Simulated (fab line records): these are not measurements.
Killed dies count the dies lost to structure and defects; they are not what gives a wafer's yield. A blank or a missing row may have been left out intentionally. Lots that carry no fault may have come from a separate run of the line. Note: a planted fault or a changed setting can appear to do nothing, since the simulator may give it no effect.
fab line records	flow sky130
record: lots: 5	wafers: 15	last_day: 49
route steps=708 shown LOCAL_INTERCONNECT@394 CONTACT@406 PAD_OPEN@708
lots that met no fault: taken from a fault-free run of the same line
start_h: hours from the record's first day to the start of the lot's first wafer shown	wait_h: time in hours since the lot's previous step	" as in the row above	L1.1+2: several wafers, shown together as one row	- no value present, or no start provided	* or withheld: withheld	< > ~ a bound
route shown NAME@n: names a module that has steps shown in the file, with the first one's number in the route	usual: mean/standard deviation of fault-free wafers	same: alike in all rows	chamber/n: place in a boat	sites: per-site readings	_std_site: standard deviation across them	_edge_site: the outer-site mean with the inner-site mean subtracted	radius_mm: for every site, how far away it sits from the centre of the wafer	mask NAME#n: copy n	behind: the tool/chamber that last shaped the wafer	hold: why the lot went on hold/how many hours it stayed there/how the hold came to an end	device: which transistor (n, p or np) failed to switch	end of line: the route-end tests of the same wafers	a step without rows: its recipe alone	killed: count of dies lost to structure and defects at first sort (not the wafer's yield)	map: the dies of a wafer, with x for killed, . for not killed, _ for no die there
set.NAME: the setting as run; set.NAME@STEP: as run at that earlier step	model.NAME: the simulator's own value behind a step, which no gauge read
a table for each step, a row for each wafer; lots at some steps of the route
services: the hour from which a tool's chamber was out of use, counted from the record's first day as start_h (under 0 if before that day), plus the number of hours and why
== steps ==
step: SKY_LOCAL_INTERCONNECT_SOFTBAKE_07
recipe: temp_c: 100	time_s: 90	resist: KrF-thick
step: SKY_LOCAL_INTERCONNECT_EXPOSE_08
recipe: mask_id: LI1M	na: 0.8	source_shape: annular	sigma_inner: 0.55	sigma_outer: 0.85	target_cd_nm: 170	dose_mj: 28
step: SKY_LOCAL_INTERCONNECT_PEB_09
recipe: peb_temp_c: withheld	peb_time_s: withheld	resist: KrF-thick
step: SKY_LOCAL_INTERCONNECT_DEVELOP_10
recipe: develop_time_s: 60	resist: KrF-thick	dev_temp_c: 21
step: SKY_LOCAL_INTERCONNECT_CD_MEAS_11
recipe: target_cd_nm: 170
usual: cd_nm: 170.3/1.6
lot.wafer	tool	chamber	start_h	wait_h	cd_nm
L616.2	cd_sem-02	-	729.61	-	168.8
L616.3	"	-	"	"	168.5
L616.5	"	-	"	"	170.5
L617.1	cd_sem-02	-	739.29	-	173.3
L617.4	"	-	"	"	171.0
L617.5	"	-	"	"	171.8
L631.2	cd_sem-02	-	845.06	-	168.0
L631.5	"	-	"	"	169.3
L631.6	"	-	"	"	167.9
L632.2	cd_sem-02	-	855.31	-	171.5
L632.4	"	-	"	"	171.9
L632.5	"	-	"	"	171.9
L633.2	cd_sem-02	-	861.34	-	168.0
L633.4	"	-	"	"	168.5
L633.5	"	-	"	"	167.9
step: SKY_LOCAL_INTERCONNECT_OVL_MEAS_12
usual: LOCAL_INTERCONNECT_OVL: -3/6.2
lot.wafer	tool	chamber	start_h	wait_h	LOCAL_INTERCONNECT_OVL[nm]
L616.2	overlay-01	-	729.72	0.1	-2
L616.3	"	-	"	"	2
L616.5	"	-	"	"	-4
L617.1	overlay-02	-	739.41	0.1	-10
L617.4	"	-	"	"	-3
L617.5	"	-	"	"	-11
L631.2	overlay-01	-	845.17	0.1	-1
L631.5	"	-	"	"	0
L631.6	"	-	"	"	-6
L632.2	overlay-01	-	855.42	0.1	2
L632.4	"	-	"	"	0
L632.5	"	-	"	"	-4
L633.2	overlay-01	-	861.45	0.1	-12
L633.4	"	-	"	"	-11
L633.5	"	-	"	"	1
step: SKY_LOCAL_INTERCONNECT_ETCH_13
recipe: chemistry: N2/H2	target: BARC	ion_energy_ev: 200	bias_w: 100	pressure_mtorr: 30	n2_flow_sccm: 100	h2_flow_sccm: 200	icp_w: 500	stop_on: SiO2	time_s: 45.9	target_depth_a: 600
step: SKY_LOCAL_INTERCONNECT_METAL_ETCH_14
recipe: target_depth_nm: 110	stop_on: PSG	chemistry: Cl2/BCl3	target: TiN	resist_sidewall_deg: 88	pressure_mtorr: 10	icp_w: 900	bias_w: 48.5	Cl2_flow_sccm: 60	bcl3_flow_sccm: 30	time_s: 31.4
usual: drypump_motor_current_A: 5.5/0.58	he_backside_leak_sccm: 3.34/0.14	oes_product_au: 0.944/0.0065	rf_fwd_power_W: 889/5.6	throttle_valve_pct: 21.900/0.01
lot.wafer	tool	chamber	start_h	wait_h	drypump_motor_current_A	he_backside_leak_sccm	oes_product_au	rf_fwd_power_W	rf_hours_counter_h	throttle_valve_pct
L616.2	rie_metal-03	0	729.81	0.0	5.9	3.20	0.937	885	2	21.904
L616.3	"	0	"	"	5.9	3.15	0.953	887	-	21.883
L616.5	"	0	"	"	5.9	3.15	0.951	887	-	21.890
L617.1	rie_metal-02	1	739.51	0.0	5.7	3.45	0.933	894	15	21.914
L617.4	"	1	"	"	5.7	3.44	0.951	893	-	21.899
L617.5	"	0	"	"	5.4	3.20	0.935	873	-	21.908
L631.2	rie_metal-02	1	845.26	0.0	5.7	3.25	0.943	892	0	21.916
L631.5	"	0	"	"	5.4	3.17	0.931	882	-	21.911
L631.6	"	1	"	"	5.6	3.18	0.943	889	-	21.894
L632.2	rie_metal-01	0	855.51	0.0	6.2	3.36	0.943	894	6	21.896
L632.4	"	1	"	"	4.7	3.21	0.947	898	-	21.893
L632.5	"	0	"	"	6.2	3.39	0.954	893	-	21.904
L633.2	rie_metal-01	1	861.54	0.0	4.7	3.11	0.932	892	16	21.905
L633.4	"	0	"	"	6.2	3.31	0.940	893	-	21.883
L633.5	"	0	"	"	6.2	3.45	0.937	893	-	21.897
step: SKY_LOCAL_INTERCONNECT_STRIP_15
recipe: chemistry: O2/N2	power_w: 1400	pressure_mtorr: 1500	platen_temp_c: withheld	o2_flow_sccm: 3000	n2_flow_sccm: 300	overash_fraction: 0.5
usual: drypump_motor_current_A: 5.7/0.55	oes_product_au: 0.427/0.0045	strip_time_to_endpoint_s: 4.734/0.018
lot.wafer	tool	chamber	start_h	wait_h	drypump_motor_current_A	oes_product_au	rf_hours_counter_h	strip_time_to_endpoint_s
L616.2	plasma_asher-03	1	729.86	0.0	5.7	0.430	101	4.727
L616.3	"	1	"	"	5.7	0.425	-	4.723
L616.5	"	0	"	"	4.9	0.420	-	4.727
L617.1	plasma_asher-01	1	739.56	0.0	6.1	0.420	96	4.754
L617.4	"	0	"	"	6.6	0.424	-	4.722
L617.5	"	0	"	"	6.6	0.421	-	4.740
L631.2	plasma_asher-03	1	845.31	0.0	5.7	0.424	8	4.739
L631.5	"	1	"	"	5.7	0.436	-	4.748
L631.6	"	0	"	"	4.9	0.432	-	4.735
L632.2	plasma_asher-03	0	855.56	0.0	4.9	0.417	9	4.717
L632.4	"	1	"	"	5.8	0.430	-	4.721
L632.5	"	0	"	"	4.9	0.418	-	4.702
L633.2	plasma_asher-04	1	861.59	0.0	5.8	0.426	76	4.710
L633.4	"	1	"	"	5.8	0.427	-	4.727
L633.5	"	1	"	"	5.8	0.419	-	4.720
step: SKY_LOCAL_INTERCONNECT_STRIP_16
recipe: chemistry: post_etch_residue_remover	time_s: 1200	temp_c: 72.5
step: SKY_LOCAL_INTERCONNECT_CLEAN_17
recipe: chemistry: IPA	time_s: 180	temp_c: 25
step: SKY_LOCAL_INTERCONNECT_CLEAN_18
recipe: chemistry: O3/DIW	dry: n2_spin
step: SKY_CONTACT_CVD_00
recipe: material: Si3N4	target_thk_nm: 75	temp_c: 400	time_s: withheld	rf_w: 450
usual: heater_power_w: 705/82	rf_fwd_power_W: 445.5/1.5
lot.wafer	tool	chamber	start_h	wait_h	heater_power_w	rf_fwd_power_W	model.Si3N4_of_CONTACT_CVD_00.thk_nm
L616.2	pecvd-04	0	730.46	0.0	721	443.8	73.76
L616.3	"	0	"	"	716	443.5	74.47
L616.5	"	0	"	"	724	445.3	74.61
L617.1	pecvd-01	1	740.15	0.0	720	447.1	73.89
L617.4	"	2	"	"	664	446.6	74.12
L617.5	"	1	"	"	719	447.8	74.84
L631.2	pecvd-01	0	845.99	0.0	631	444.8	72.88
L631.5	"	0	"	"	632	444.7	74.57
L631.6	"	2	"	"	708	446.6	132.6
L632.2	pecvd-02	2	856.19	0.0	600	445.1	73.49
L632.4	"	2	"	"	611	445.1	74.96
L632.5	"	1	"	"	559	447.3	74.92
L633.2	pecvd-02	2	862.22	0.0	607	447.4	73.49
L633.4	"	2	"	"	614	447.5	75.48
L633.5	"	0	"	"	739	440.8	75.09
step: SKY_CONTACT_THK_MEAS_01
recipe: reads: Si3N4_of_CONTACT_CVD_00
usual: CONTACT_CVD_00_THK: 74.6/0.89
lot.wafer	tool	chamber	start_h	wait_h	CONTACT_CVD_00_THK[nm]
L616.2	film_metro-04	-	730.52	-	73.7
L616.3	"	-	"	"	74.5
L616.5	"	-	"	"	74.6
L617.1	film_metro-02	-	740.19	-	73.9
L617.4	"	-	"	"	74.2
L617.5	"	-	"	"	74.8
L631.2	film_metro-02	-	846.05	-	72.9
L631.5	"	-	"	"	74.5
L631.6	"	-	"	"	132.7
L632.2	film_metro-02	-	856.23	-	73.5
L632.4	"	-	"	"	75.1
L632.5	"	-	"	"	74.9
L633.2	film_metro-04	-	862.27	-	73.5
L633.4	"	-	"	"	75.5
L633.5	"	-	"	"	75.1
step: SKY_CONTACT_HDPCVD_02
recipe: material: SiO2	target_thk_nm: 565	sigma_open_frac: 0.3	time_s: 94.2	temp_c: 600	sih4_flow_sccm: 60	pressure_mtorr: 6
step: SKY_CONTACT_THK_MEAS_03
recipe: reads: SiO2_of_CONTACT_HDPCVD_02
usual: CONTACT_HDPCVD_THK: 564/5.1
lot.wafer	tool	chamber	start_h	wait_h	CONTACT_HDPCVD_THK[nm]
L616.2	film_metro-03	-	730.65	0.0	566
L616.3	"	-	"	"	567
L616.5	"	-	"	"	561
L617.1	film_metro-03	-	740.32	0.0	566
L617.4	"	-	"	"	562
L617.5	"	-	"	"	570
L631.2	film_metro-04	-	846.18	0.0	569
L631.5	"	-	"	"	567
L631.6	"	-	"	"	564
L632.2	film_metro-02	-	856.36	0.0	559
L632.4	"	-	"	"	557
L632.5	"	-	"	"	559
L633.2	film_metro-03	-	862.40	0.0	571
L633.4	"	-	"	"	559
L633.5	"	-	"	"	558
step: SKY_CONTACT_CMP_04
recipe: material: SiO2	down_force_psi: 4	platen_rpm: 60	pad_velocity_m_s: 0.94248
usual: motor_current_A: 12.1/1
lot.wafer	tool	chamber	start_h	wait_h	motor_current_A
L616.2	cmp-01	0	730.70	0.0	13.1
L616.3	"	2	"	"	13.1
L616.5	"	0	"	"	12.7
L617.4	cmp-01	0	740.38	0.0	13.0
L617.1	"	1	"	"	13.1
L617.5	"	0	"	"	13.0
L631.2	cmp-01	0	846.43	0.2	12.5
L631.6	"	3	"	"	13.7
L631.5	"	0	"	"	13.3
L632.2	cmp-02	0	856.41	0.0	11.9
L632.4	"	2	"	"	10.6
L632.5	"	1	"	"	11.9
L633.4	cmp-02	1	862.45	0.0	12.0
L633.2	"	0	"	"	11.2
L633.5	"	1	"	"	11.9
step: SKY_CONTACT_BOW_MEAS_05
recipe: mode: bow
usual: CONTACT_BOW: 82/6.8
lot.wafer	tool	chamber	start_h	wait_h	CONTACT_BOW[um]
L616.2	film_metro-02	-	731.02	0.3	88
L616.3	"	-	"	"	86
L616.5	"	-	"	"	78
L617.1	film_metro-03	-	740.68	0.2	89
L617.4	"	-	"	"	83
L617.5	"	-	"	"	73
L631.2	film_metro-04	-	846.71	0.2	91
L631.5	"	-	"	"	88
L631.6	"	-	"	"	76
L632.2	film_metro-04	-	856.73	0.3	61
L632.4	"	-	"	"	76
L632.5	"	-	"	"	70
L633.2	film_metro-04	-	862.77	0.1	78
L633.4	"	-	"	"	74
L633.5	"	-	"	"	84
step: SKY_CONTACT_DEHYDRATE_06
recipe: temp_c: 200	time_s: 60
step: SKY_CONTACT_HMDS_07
recipe: prime_time_s: 60	prime_temp_c: 120
step: SKY_CONTACT_COAT_08
recipe: resist: BARC	temp_c: withheld	time_s: withheld	spin_rpm: 3000	resist_thk_nm: 60
step: SKY_CONTACT_COAT_09
recipe: resist: KrF-thick	spin_rpm: 3000	resist_thk_nm: 450
step: SKY_CONTACT_SOFTBAKE_10
recipe: temp_c: 100	time_s: 90	resist: KrF-thick
step: SKY_CONTACT_EXPOSE_11
recipe: mask_id: CTM1	na: 0.8	source_shape: annular	sigma_inner: 0.55	sigma_outer: 0.85	target_cd_nm: 170	dose_mj: 38
step: SKY_CONTACT_PEB_12
recipe: peb_temp_c: withheld	peb_time_s: withheld	resist: KrF-thick
step: SKY_CONTACT_DEVELOP_13
recipe: develop_time_s: 60	resist: KrF-thick	dev_temp_c: 21
step: SKY_CONTACT_CD_MEAS_14
recipe: target_cd_nm: 170
usual: cd_nm: 169.8/1.4
lot.wafer	tool	chamber	start_h	wait_h	cd_nm
L616.2	cd_sem-02	-	758.36	-	169.9
L616.3	"	-	"	"	171.3
L616.5	"	-	"	"	169.8
L617.1	cd_sem-02	-	768.17	-	169.8
L617.4	"	-	"	"	169.6
L617.5	"	-	"	"	168.2
L631.2	cd_sem-02	-	872.81	-	168.1
L631.5	"	-	"	"	169.6
L631.6	"	-	"	"	168.6
L632.2	cd_sem-02	-	882.99	-	169.6
L632.4	"	-	"	"	168.4
L632.5	"	-	"	"	169.2
L633.2	cd_sem-02	-	888.76	-	169.1
L633.4	"	-	"	"	169.6
L633.5	"	-	"	"	170.7
step: SKY_CONTACT_OVL_MEAS_15
usual: CONTACT_OVL: -3/5.3
lot.wafer	tool	chamber	start_h	wait_h	CONTACT_OVL[nm]
L616.2	overlay-01	-	758.47	0.1	-1
L616.3	"	-	"	"	-6
L616.5	"	-	"	"	-12
L617.1	overlay-01	-	768.29	0.1	-1
L617.4	"	-	"	"	-10
L617.5	"	-	"	"	-5
L631.2	overlay-01	-	872.92	0.1	-4
L631.5	"	-	"	"	-11
L631.6	"	-	"	"	-15
L632.2	overlay-01	-	883.10	0.1	-1
L632.4	"	-	"	"	0
L632.5	"	-	"	"	-7
L633.2	overlay-01	-	888.87	0.1	-9
L633.4	"	-	"	"	-1
L633.5	"	-	"	"	-8
step: SKY_CONTACT_ETCH_16
recipe: chemistry: N2/H2	target: BARC	ion_energy_ev: 200	source_w: 500	bias_w: 100	pressure_mtorr: 30	n2_flow_sccm: 100	h2_flow_sccm: 200	stop_on: SiO2	time_s: 45.9	target_depth_a: 600
usual: drypump_motor_current_A: 5.9/0.37	oes_product_au: 0.855/0.0046	rf_fwd_power_W: 495.3/2.3	throttle_valve_pct: 13.224/0.0087
lot.wafer	tool	chamber	start_h	wait_h	drypump_motor_current_A	oes_product_au	rf_fwd_power_W	rf_hours_counter_h	throttle_valve_pct
L616.2	rie_diel-01	0	758.50	0.0	5.9	0.849	497.2	8	13.238
L616.3	"	3	"	"	5.4	0.847	493.2	4	13.215
L616.5	"	0	"	"	5.9	0.852	496.2	-	13.203
L617.1	rie_diel-02	0	768.33	0.0	6.1	0.855	493.7	1	13.213
L617.4	"	1	"	"	5.4	0.848	492.2	5	13.228
L617.5	"	3	"	"	5.6	0.861	494.8	-	13.226
L631.2	rie_diel-02	0	872.95	0.0	6.1	0.858	495.3	3	13.248
L631.5	"	0	"	"	6.1	0.854	498.5	-	13.222
L631.6	"	1	"	"	5.4	0.851	492.6	-	13.216
L632.2	rie_diel-04	0	883.13	0.0	6.3	0.852	491.8	10	13.220
L632.4	"	3	"	"	6.8	0.857	493.7	19	13.228
L632.5	"	3	"	"	6.8	0.852	493.5	-	13.239
L633.2	rie_diel-02	2	888.90	0.0	6.1	0.845	496.2	14	13.216
L633.4	"	0	"	"	6.1	0.859	497.8	4	13.230
L633.5	"	3	"	"	5.6	0.856	494.9	-	13.224
step: SKY_CONTACT_ETCH_17
recipe: target: SiO2	chemistry: C4F8/O2/Ar	stop_on: Si3N4	mask_material: KrF-thick	source_w: 1500	bias_w: 1200	pressure_mtorr: 40	c4f8_flow_sccm: withheld	O2_flow_sccm: 6	Ar_flow_sccm: 300	time_s: withheld	target_depth_a: 3400
step: SKY_CONTACT_ETCH_18
recipe: target: Si3N4	chemistry: CHF3/O2	stop_on: TiN	source_w: 600	bias_w: 200	pressure_mtorr: 40	chf3_flow_sccm: 50	O2_flow_sccm: 5	time_s: 39	target_depth_a: 750
usual: chf3_flow_sccm: 50.00/0.15	drypump_motor_current_A: 5.9/0.37	oes_product_au: 0.852/0.007	rf_fwd_power_W: 594.0/2.8	throttle_valve_pct: 8.792/0.0096
lot.wafer	tool	chamber	start_h	wait_h	chf3_flow_sccm	drypump_motor_current_A	oes_product_au	rf_fwd_power_W	rf_hours_counter_h	throttle_valve_pct	model.etch.depth_nm
L616.2	rie_diel-01	0	-	-	50.17	5.9	0.842	597.4	8	8.793	73.76
L616.3	"	3	"	"	49.94	5.4	0.850	595.6	4	8.781	74.47
L616.5	"	0	"	"	50.04	5.9	0.848	597.8	-	8.810	74.61
L617.1	rie_diel-02	0	-	-	50.15	6.1	0.841	595.8	1	8.798	73.89
L617.4	"	1	"	"	50.08	5.3	0.851	588.7	5	8.785	74.12
L617.5	"	3	"	"	49.78	5.6	0.848	592.0	-	8.783	74.84
L631.2	rie_diel-02	0	-	-	50.10	6.1	0.839	593.4	3	8.775	72.88
L631.5	"	0	"	"	50.21	6.1	0.850	595.3	-	8.800	74.57
L631.6	"	1	"	"	50.09	5.3	1.000	589.5	-	8.829	96.78
L632.2	rie_diel-04	0	-	-	49.69	6.3	0.842	588.7	10	8.789	73.49
L632.4	"	3	"	"	49.98	6.8	0.855	588.8	19	8.773	74.96
L632.5	"	3	"	"	49.86	6.8	0.862	590.2	-	8.788	74.92
L633.2	rie_diel-02	2	-	-	50.11	6.1	0.837	593.6	14	8.782	73.49
L633.4	"	0	"	"	49.82	6.1	0.848	596.1	4	8.798	75.48
L633.5	"	3	"	"	49.79	5.6	0.851	594.1	-	8.791	75.09
step: SKY_CONTACT_STRIP_19
recipe: chemistry: O2/N2	power_w: 1400	pressure_mtorr: 1500	platen_temp_c: withheld	o2_flow_sccm: 3000	n2_flow_sccm: 300	overash_fraction: 0.5
usual: drypump_motor_current_A: 6.0/0.38	oes_product_au: 0.381/0.0047	strip_time_to_endpoint_s: 3.626/0.025
lot.wafer	tool	chamber	start_h	wait_h	drypump_motor_current_A	oes_product_au	rf_hours_counter_h	strip_time_to_endpoint_s
L616.2	plasma_asher-04	1	758.63	-	5.8	0.380	66	3.638
L616.3	"	1	"	"	5.8	0.377	-	3.632
L616.5	"	0	"	"	5.4	0.396	-	3.666
L617.1	plasma_asher-04	1	768.46	-	5.8	0.387	67	3.629
L617.4	"	1	"	"	5.8	0.380	-	3.600
L617.5	"	0	"	"	5.4	0.383	-	3.598
L631.2	plasma_asher-04	0	873.08	-	5.4	0.372	78	3.625
L631.5	"	1	"	"	5.8	0.383	-	3.616
L631.6	"	0	"	"	5.4	0.392	-	3.650
L632.2	plasma_asher-01	1	883.26	-	6.1	0.383	110	3.623
L632.4	"	1	"	"	6.1	0.381	-	3.611
L632.5	"	1	"	"	6.1	0.376	-	3.634
L633.2	plasma_asher-04	1	889.03	-	5.8	0.385	79	3.627
L633.4	"	1	"	"	5.8	0.376	-	3.608
L633.5	"	1	"	"	5.8	0.383	-	3.595
step: SKY_PAD_OPEN_PROBE_99
usual: killed_at_M0_to_M3: 43/6.5	killed_at_M4_up: 3.2/1.8	killed_at_contacts: 24/5.2	killed_at_front_end: 15/4	killed_at_other: 0.4/0.69	killed_dies: 86/8.7	killed_on_rim: 17/3.7	killed_open: 47/7	killed_short: 39/5.7
same: gross_dies: 492	killed_at_back_side: 0
lot.wafer	tool	chamber	start_h	wait_h	killed_at_M0_to_M3	killed_at_M4_up	killed_at_contacts	killed_at_front_end	killed_at_other	killed_dies	killed_on_rim	killed_open	killed_short
L616.2	prober-01	-	1093.17	0.1	41	3	29	20	0	93	17	42	48
L616.3	prober-01	-	1093.22	0.2	39	2	20	16	0	77	17	35	41
L616.5	prober-01	-	1093.32	0.2	42	2	24	23	0	91	19	48	43
L617.1	prober-02	-	1100.00	0.1	46	1	36	11	0	94	21	57	37
L617.4	prober-02	-	1100.15	0.2	49	5	19	8	0	81	13	32	49
L617.5	prober-02	-	1100.20	0.2	56	3	25	13	1	98	15	55	43
L631.6	prober-02	-	1174.82	0.2	43	2	433	14	0	492	96	46	35
killed by level:class
L616.2 LOCAL_INTERCONNECT:geometric_particle:short=8 VIA1:geometric_particle:open=8 POLY_GATE:geometric_particle:short=7 CONTACT:geometric_particle:open=7 METAL1:geometric_particle:short=7 VIA2:geometric_particle:open=6 LI_CONTACT:geometric_particle:open=5 FIELD_ISO:geometric_particle:open=4
L616.3 VIA1:geometric_particle:open=10 LI_CONTACT:geometric_particle:open=7 METAL1:geometric_particle:short=7 FIELD_ISO:geometric_particle:short=5 LOCAL_INTERCONNECT:geometric_particle:short=5 POLY_GATE:geometric_particle:short=4 VIA1:geometric_particle:short=4 VIA2:geometric_particle:open=4
L616.5 FIELD_ISO:geometric_particle:open=11 METAL2:geometric_particle:short=8 VIA1:geometric_particle:open=8 VIA3:geometric_particle:open=7 CONTACT:geometric_particle:short=6 POLY_GATE:geometric_particle:short=5 LI_CONTACT:geometric_particle:open=5 CONTACT:geometric_particle:open=5
L617.1 VIA1:geometric_particle:open=16 CONTACT:geometric_particle:open=12 LI_CONTACT:geometric_particle:open=9 CONTACT:geometric_particle:short=6 METAL2:geometric_particle:short=5 VIA2:geometric_particle:open=5 VIA1:geometric_particle:short=5 METAL1:geometric_particle:open=5
L617.4 VIA2:geometric_particle:open=9 VIA3:geometric_particle:short=9 LI_CONTACT:geometric_particle:open=7 METAL1:geometric_particle:short=6 VIA1:geometric_particle:open=5 VIA2:geometric_particle:short=5 METAL4:geometric_particle:short=5 CONTACT:geometric_particle:open=4
L617.5 VIA1:geometric_particle:open=18 CONTACT:geometric_particle:open=8 LI_CONTACT:geometric_particle:open=7 VIA3:geometric_particle:open=7 VIA2:geometric_particle:short=7 METAL1:geometric_particle:short=6 VIA3:geometric_particle:short=5 CONTACT:geometric_particle:short=4
L631.6 CONTACT:area_etch=411 VIA1:geometric_particle:open=11 CONTACT:geometric_particle:open=8 LI_CONTACT:geometric_particle:open=6 VIA3:geometric_particle:open=6 VIA2:geometric_particle:open=6 METAL1:geometric_particle:short=5 FIELD_ISO:geometric_particle:short=4
map L631.6 (x killed, . not)
__________xxxxxxxxxx_________
________xxxxxxxxxxxxxx_______
______xxxxxxxxxxxxxxxxxx_____
_____xxxxxxxxxxxxxxxxxxxx____
____xxxxxxxxxxxxxxxxxxxxxx___
___xxxxxxxxxxxxxxxxxxxxxxxx__
__xxxxxxxxxxxxxxxxxxxxxxxxxx_
_xxxxxxxxxxxxxxxxxxxxxxxxxxxx
_xxxxxxxxxxxxxxxxxxxxxxxxxxxx
_xxxxxxxxxxxxxxxxxxxxxxxxxxxx
_xxxxxxxxxxxxxxxxxxxxxxxxxxxx
_xxxxxxxxxxxxxxxxxxxxxxxxxxxx
_xxxxxxxxxxxxxxxxxxxxxxxxxxxx
_xxxxxxxxxxxxxxxxxxxxxxxxxxxx
_xxxxxxxxxxxxxxxxxxxxxxxxxxxx
__xxxxxxxxxxxxxxxxxxxxxxxxxx_
___xxxxxxxxxxxxxxxxxxxxxxxx__
____xxxxxxxxxxxxxxxxxxxxxx___
_____xxxxxxxxxxxxxxxxxxxx____
______xxxxxxxxxxxxxxxxxx_____
________xxxxxxxxxxxxxx_______
__________xxxxxxxxxx_________
map L617.5 (x killed, . not)
__________......x.x._________
________...x.x....x.x._______
______.x.....x....x....x_____
_____............xxx.x...____
____....x......x...x......___
___...x..x..x.x....x....x..__
__...xx.x.xx...xx........x.._
_.x...x.........x...x......x.
_..........x.................
_....x..x..x....x...x..xx....
_.......x......x........x....
_x..........x..x..........x..
_..............x.x....x.x....
_....x.....x.x.x..x...x...x..
_.....xx.x..x.x...x.....x..x.
__...x...x.x....xx..x.xxx..._
___.....x.....x.x...x......__
____.x.x..........xx......___
_____x..x..x....x.x....xx____
______x.xx.......x......_____
________.............._______
__________.........._________
== services ==
tool	chamber	start_h	hours	kind
plasma_asher-04	-	707.04	2.8	pm
rie_diel-02	-	715.54	2.8	pm
rie_diel-04	1	717.43	4.2	repair
rie_diel-02	-	720.58	1.1	repair
cmp-01	-	727.88	1.6	repair
rie_diel-04	-	729.58	0.8	repair
plasma_asher-03	-	733.75	9.0	pm
cmp-02	-	744.00	4.0	pm
plasma_asher-01	-	746.89	2.4	repair
rie_diel-01	-	753.58	2.8	pm
rie_diel-02	1	757.36	6.3	repair
rie_diel-04	2	763.61	8.6	repair
cmp-02	-	781.12	2.5	repair
plasma_asher-03	-	789.07	23.1	repair
cmp-02	-	791.38	7.0	pm
rie_diel-02	0	796.00	15.3	repair
plasma_asher-03	-	797.02	1.1	repair
plasma_asher-04	-	800.39	3.3	repair
rie_diel-01	0	807.37	3.4	repair
cmp-01	-	807.81	5.0	pm
cmp-01	-	813.17	1.7	repair
plasma_asher-01	-	815.53	3.4	repair
cmp-01	-	871.36	5.0	pm
rie_diel-02	3	871.93	8.7	repair
== key ==
first_sign: step: SKY_CONTACT_THK_MEAS_01	reading: CONTACT_CVD_00_THK	direction: up	sigmas: 65	usual: 74.6	struck: 132.7
effect: step: SKY_CONTACT_ETCH_18	reading: oes_product_au	direction: up	sigmas: 21	usual: 0.852	struck: 1.000
effect: step: SKY_PAD_OPEN_PROBE_99	reading: killed_at_contacts	direction: up	sigmas: 79	usual: 24	struck: 433
model_effect: step: SKY_CONTACT_CVD_00	value: Si3N4_of_CONTACT_CVD_00.thk_nm	without: 74.91	struck: 132.6
model_effect: step: SKY_CONTACT_ETCH_18	value: etch.depth_nm	without: 74.91	struck: 96.78
more_kills_born_at: SKY_CONTACT_ETCH_18@rie_diel-02: 411
met_at SKY_CONTACT_CVD_00
struck_wafers L631.6
later_rows_left_out L631.6
tester_left_out L631
onset_between 740.15 845.99
fault: kind: process_parameter_drift	tool: pecvd-01	chamber: 2	onset_h: 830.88	steps: SKY_CONTACT_CVD_00	channel: target_thk_nm	offset: 57.361	shape: step	end_h: 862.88	acts_in: these_recipes_only	stated: 75
tester_left_out: of these lots the tester's yield and bins aren't shown, on N5 and GAA mostly nor the transistor test; their killed dies are dies lost to structure and defects alone, not to doping, threshold or leakage, so they don't give the yield
later_rows_left_out: the simulator's readings of these wafers behind a module that went badly wrong aren't trusted and aren't shown, but for the sort
